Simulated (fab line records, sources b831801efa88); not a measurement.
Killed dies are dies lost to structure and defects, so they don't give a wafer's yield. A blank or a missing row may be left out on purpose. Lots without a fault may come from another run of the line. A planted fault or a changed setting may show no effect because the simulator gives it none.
Which tool did it? | flow sky130 | 13 lots, 39 wafers sampled, at 4 steps of a route of 708

WHAT THE GAUGES READ, wafer by wafer
SKY_SONOS_ONO_THK_MEAS_05.
lot  | measured     | on            | SONOS_ONO_CVD_04_THK (nm)
L398 | day 12 04:25 | film_metro-04 | 5.77 5.79 5.76
L400 | day 12 08:38 | film_metro-01 | 5.72 5.83 5.85
L401 | day 12 08:38 | film_metro-03 | 5.52 5.52 5.56
L403 | day 13 01:47 | film_metro-04 | 5.65 5.61 5.68
L405 | day 14 01:34 | film_metro-04 | 5.57 5.54 5.45
L407 | day 15 02:07 | film_metro-03 | 5.74 5.83 5.70
L408 | day 15 02:07 | film_metro-04 | 5.82 5.72 5.75
L409 | day 15 12:55 | film_metro-04 | 5.87 5.92 5.91
L410 | day 15 19:50 | film_metro-04 | 5.54 5.58 5.70
L413 | day 16 10:51 | film_metro-03 | 5.87 5.89 5.82
L418 | day 18 05:13 | film_metro-03 | 5.82 5.71 5.86
L420 | day 18 23:49 | film_metro-04 | 5.50 5.57 5.55
L421 | day 19 04:19 | film_metro-04 | 5.61 5.48 5.49

SKY_POLY_GATE_OVL_MEAS_14.
lot  | measured     | on         | POLY_GATE_OVL (nm)
L398 | day 16 22:39 | overlay-02 | 3 -5 -6
L400 | day 17 02:17 | overlay-01 | -13 -6 -10
L401 | day 17 05:37 | overlay-01 | 0 1 2
L403 | day 17 23:31 | overlay-02 | -9 7 -1
L405 | day 19 03:40 | overlay-01 | 3 -3 0
L407 | day 20 09:29 | overlay-02 | -2 2 -7
L408 | day 20 08:08 | overlay-02 | 4 0 2
L409 | day 20 19:01 | overlay-01 | -3 -2 0
L410 | day 21 01:34 | overlay-01 | -7 -6 0
L413 | day 21 21:17 | overlay-02 | -9 -7 -3
L418 | day 23 13:02 | overlay-02 | -4 -5 -3
L420 | day 24 10:14 | overlay-02 | 11 9 4
L421 | day 24 15:55 | overlay-02 | -1 -3 0

SKY_LDD_N_TW_MEAS_17.
lot  | measured     | on            | LDD_N_TW
L398 | day 18 07:16 | film_metro-03 | 2593 2601 2593
L400 | day 18 11:35 | film_metro-04 | 2585 2574 2579
L401 | day 18 14:08 | film_metro-03 | 2601 2575 2574
L403 | day 19 08:40 | film_metro-04 | 2579 2577 2586
L405 | day 20 14:59 | film_metro-03 | 2600 2577 2591
L407 | day 21 19:37 | film_metro-04 | 2558 2562 2562
L408 | day 21 18:50 | film_metro-04 | 2573 2564 2575
L409 | day 22 04:58 | film_metro-01 | 2582 2586 2573
L410 | day 22 11:14 | film_metro-04 | 2593 2596 2592
L413 | day 23 06:08 | film_metro-03 | 2584 2584 2600
L418 | day 24 22:32 | film_metro-01 | 2590 2579 2586
L420 | day 25 18:58 | film_metro-01 | 2584 2578 2572
L421 | day 26 00:34 | film_metro-01 | 2561 2563 2582

WHICH TOOL RAN EACH LOT (tool, then ch and the chambers of the sampled wafers, then the start)
lot  | SKY_FIELD_ISO_ETCH_14
L398 | rie_diel-02 ch 0,2, day 2 12:17
L400 | rie_diel-04 ch 0,1,3, day 2 18:04
L401 | rie_diel-02 ch 1,2,3, day 2 20:08
L403 | rie_diel-03 ch 0,2, day 3 06:25
L405 | rie_diel-04 ch 0,3, day 3 16:39
L407 | rie_diel-03 ch 0,2, day 4 04:26
L408 | rie_diel-02 ch 1,3, day 4 07:38
L409 | rie_diel-04 ch 0,1,3, day 4 17:11
L410 | rie_diel-02 ch 0,1,2, day 4 18:29
L413 | rie_diel-03 ch 0,3, day 5 09:28
L418 | rie_diel-04 ch 1,2, day 6 12:52
L420 | rie_diel-04 ch 1,2, day 6 22:53
L421 | rie_diel-02 ch 0,2,3, day 7 06:36
- SKY_FIELD_ISO_ETCH_14: etches BARC in N2/H2, stops on SiO2, time 45.9 s, target depth 60 nm.

WHAT THE TOOLS THEMSELVES READ (means of the sampled wafers that have a number; where no wafer has one, the mark that the record gives instead)
SKY_FIELD_ISO_ETCH_14.
lot  | tool        | bias_w (W) | drypump_motor_current_A (A) | oes_product_au (a.u.) | throttle_valve_pct (%)
L398 | rie_diel-02 | 100.1      | 5.9                         | 0.855                 | 13.225
L400 | rie_diel-04 | 99.6       | 5.9                         | 0.859                 | 13.226
L401 | rie_diel-02 | 100.1      | 6.1                         | 0.852                 | 13.225
L403 | rie_diel-03 | 99.8       | 5.3                         | 0.851                 | 13.222
L405 | rie_diel-04 | 100.0      | 6.3                         | 0.852                 | 13.226
L407 | rie_diel-03 | 100.2      | 5.5                         | 0.854                 | 13.221
L408 | rie_diel-02 | 100.2      | 6.1                         | 0.850                 | 13.225
L409 | rie_diel-04 | 100.0      | 5.9                         | 0.851                 | 13.224
L410 | rie_diel-02 | 100.2      | 6.0                         | 0.856                 | 13.232
L413 | rie_diel-03 | 100.0      | 5.5                         | 0.855                 | 13.227
L418 | rie_diel-04 | 83.5       | 5.5                         | 0.854                 | 13.234
L420 | rie_diel-04 | 91.9       | 5.6                         | 0.852                 | 13.225
L421 | rie_diel-02 | 99.6       | 5.9                         | 0.854                 | 13.232

THE ANSWER, worked out from the rows above alone
Rule: what is usual is taken from the lots themselves. Put in order of their means at a reading, lots are off if they are a third of the lots or fewer, leave a main group of 4 or more, and stand apart from it by a gap of 3 or more times the standard deviation of the main group's means; of several such gaps the widest counts. A main group whose means are all the same, to the digits that the tables above print for the reading, isn't used. A lot without any number at a reading at which 4 lots or more have one is off too. The other lots that the step has rows for count as sound. The gauges are gone through in route order, then the tools' own readings, and for those a lot's mean is taken as printed above. The first step at which some lot is off is used, and at that step the reading that is off furthest; a lot without a number counts as furthest.
Off: L418, L420, at SKY_FIELD_ISO_ETCH_14 (bias_w). The main group: mean 100.0 W, standard deviation 0.21.
A tool fits if, at that step or a process step before it, it ran every lot that is off, and no sound lot after the first of them. One fits: rie_diel-04 at SKY_FIELD_ISO_ETCH_14. Its last sound lot is L409 (day 4 17:11), its first lot that is off L418 (day 6 12:52): a fault that began between those two fits.
The tool's own readings at SKY_FIELD_ISO_ETCH_14 bear it out: on the lots that are off they differ by more than 5 times the standard deviation of the sound lots' means. bias_w reads 87.7 W there against 100.0 W on the sound lots.

WHAT THE SIMULATOR HAD PUT IN
Process parameter drift: rie_diel-04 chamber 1, from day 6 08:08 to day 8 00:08, at SKY_FIELD_ISO_ETCH_14. Setting bias_w, moved by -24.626, from 100. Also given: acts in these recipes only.
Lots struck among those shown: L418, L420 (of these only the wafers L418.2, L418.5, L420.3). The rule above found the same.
